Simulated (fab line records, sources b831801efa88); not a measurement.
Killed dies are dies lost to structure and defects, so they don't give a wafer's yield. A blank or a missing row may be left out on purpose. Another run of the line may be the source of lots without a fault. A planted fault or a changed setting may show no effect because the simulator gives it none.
One fault seen from 2 desks -- flow sky130 -- numbers are kept per desk, each desk with only its own; the story behind them comes last

== DESK OF THE TOOL OWNER: lpcvd-03 ==
The tool's own readings at SKY_SONOS_ONO_CVD_04 (deposits SiO2 from SiH4/N2O, target thk 5.7199 nm): means of the sampled wafers that have a number, for each lot that ran on this tool. Marked OUT: a lot whose mean sits more than 4 standard deviations from the usual mean, which makes it out of limits; the brackets give that distance.
Columns: A = pressureMtorr at SKY_SONOS_ONO_CVD_04, usual 400.1 mTorr; B = spikeTcCentreC at SKY_SONOS_ONO_CVD_04, usual 904.8 C
lot,first seen here,A,B
L485,day 12 08:27,399.9,904.4
L484,day 12 11:36,400.3,905.3
L483,day 12 12:51,399.9,905.9
L486,day 12 15:45,399.9,904.8
L487,day 14 10:52,399.5,904.8
L488,day 14 10:52,400.0,904.4
L489,day 14 10:52,400.3,905.3
L491,day 14 12:44,399.6,904.9
L493,day 14 16:16,399.7,904.9
L494,day 15 01:13,399.6,905.4
L496,day 15 18:36,399.6,905.2
Result from this desk: across the 11 lots, nothing is out of limits.

== FROM THE METROLOGY DESK ==
Lot by lot, what the gauges showed, no matter which tool ran the lot: averages of those sampled wafers that carry a number. Marked OUT: a lot whose mean sits more than 4 standard deviations from the usual mean, which makes it out of limits; the brackets give that distance.
Columns: A = VT_ADJUST_LVTN_2_TW at SKY_VT_ADJUST_LVTN_TW_MEAS_21, usual 188.4; B = cdNm at SKY_VT_ADJUST_NCORE_CD_MEAS_07, usual 381.8 nm; C = SONOS_ONO_CVD_04_THK at SKY_SONOS_ONO_THK_MEAS_05, usual 6.19 nm; D = LI_CONTACT_OVL at SKY_LI_CONTACT_OVL_MEAS_13, usual 3 nm
lot,first seen here,A,B,C,D
L485,day 8 09:44,189.2,382.3,6.47,6
L484,day 8 13:18,189.4,380.4,6.27,4
L483,day 8 14:13,185.6,383.1,6.13,2
L486,day 8 15:11,190.8,380.3,6.34,-7
L487,day 9 02:52,190.5,380.7,6.18,1
L489,day 9 08:30,190.4,379.3,6.11,3
L488,day 9 09:28,190.2,380.8,6.04,-2
L491,day 10 02:04,190.5,384.2,6.11,2
L493,day 10 12:19,184.6,382.9,6.11,11
L494,day 10 21:43,185.0,379.3,6.06,5
L496,day 11 10:04,188.5,382.7,5.75,7
Result from this desk: across the 11 lots, nothing is out of limits.

== TAKEN TOGETHER ==
Nothing out of limits was seen by the tool owner's desk.
At the metrology desk, nothing out of limits was observed.

== WHAT HAD BEEN PUT IN BY THE SIMULATOR ==
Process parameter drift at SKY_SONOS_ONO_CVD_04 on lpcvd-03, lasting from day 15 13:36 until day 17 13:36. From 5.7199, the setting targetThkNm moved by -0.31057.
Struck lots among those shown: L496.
